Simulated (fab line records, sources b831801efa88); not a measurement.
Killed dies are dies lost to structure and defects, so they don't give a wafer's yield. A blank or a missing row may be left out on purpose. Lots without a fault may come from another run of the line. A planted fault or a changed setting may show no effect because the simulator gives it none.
Problem report in the 8D (eight disciplines) form, filled by code | flow gf180mcu | the parts of the form that need people (team, actions taken, sign-off) are left out

1. THE PROBLEM
chamber_pressure_pa at GF_TOP_METAL_SPUTTER_01 reads a mean of 0.4547 Pa on 6 wafers of 2 lots; wafers without a fault read 0.3999 Pa with a standard deviation of 0.00079. That is +69 standard deviations from the usual mean.
The step: material TiN, target thk 30 nm, time 25 s.
First seen on wafer L162.1, day 31 01:49, on pvd_sputter-02. The record holds 39 wafers of 13 lots with a number at this step. Rule for "out", or "out of limits": more than 4 standard deviations from the usual mean. The other wafers with a number count as sound.

2. WHAT IT IS AND WHAT IT IS NOT
question                    | is                     | is not
which readings at this step | chamber_pressure_pa    | -
which lots                  | L162, L164             | L152, L153, L154, L155, L156, L157, L161, L168, L172, L174, L175
which wafers of those lots  | all that have a number | -
read on which tools         | pvd_sputter-02         | pvd_sputter-01, pvd_sputter-03
when                        | from day 31 01:49      | up to then (21 sound wafers); but 12 sound wafers of L168, L172, L174, L175 came after

3. SUSPECTS, AND WHAT RULES EACH OUT
Counting: a tool at a process step up to the reading stays a suspect if it ran every lot that is out and no sound lot after the first of them.
- plasma_asher-01 at GF_V5_STRIP_18 (strips in O2/N2): ruled out as a lasting fault. Sound lots L175 ran on it after its first lot that is out, L162 (day 31 00:30).
- pvd_sputter-02 at GF_TOP_METAL_SPUTTER_00 (material Ti, target thk 37.5 nm, time 150 s): ruled out as a lasting fault. Sound lots L174, L175 ran on it after its first lot that is out, L162 (day 31 01:43).
- pvd_sputter-02 at GF_TOP_METAL_SPUTTER_01 (material TiN, target thk 30 nm, time 25 s): ruled out as a lasting fault. Sound lots L174, L175 ran on it after its first lot that is out, L162 (day 31 01:49).
Left after counting: nothing in the record.

4. THE CAUSE (what the simulator had put in)
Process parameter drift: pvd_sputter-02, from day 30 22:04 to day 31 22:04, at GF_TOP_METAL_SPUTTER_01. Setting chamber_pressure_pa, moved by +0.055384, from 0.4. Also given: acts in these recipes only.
Counting ruled it out, wrongly.

5. THE CHAIN OF EFFECTS, in route order
Each row: a reading whose mean over the struck wafers that have a number lies more than 3 standard deviations from the usual. Only readings for which the record gives a usual standard deviation are gone through. hours: the time from each lot's start at the first step in this table that gives one to its start at this step, as a median over the lots. sigmas: the change in usual standard deviations.
hours | step                    | reading             | usual     | on struck wafers | change  | sigmas
0     | GF_TOP_METAL_SPUTTER_01 | chamber_pressure_pa | 0.3999 Pa | 0.4547           | +0.0548 | +69
The process steps in it:
- GF_TOP_METAL_SPUTTER_01: material TiN, target thk 30 nm, time 25 s.

6. WHAT WOULD HAVE CAUGHT IT SOONER
In this record the first reading out of limits was taken at day 31 01:49, 4 hours after the fault began at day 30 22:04.
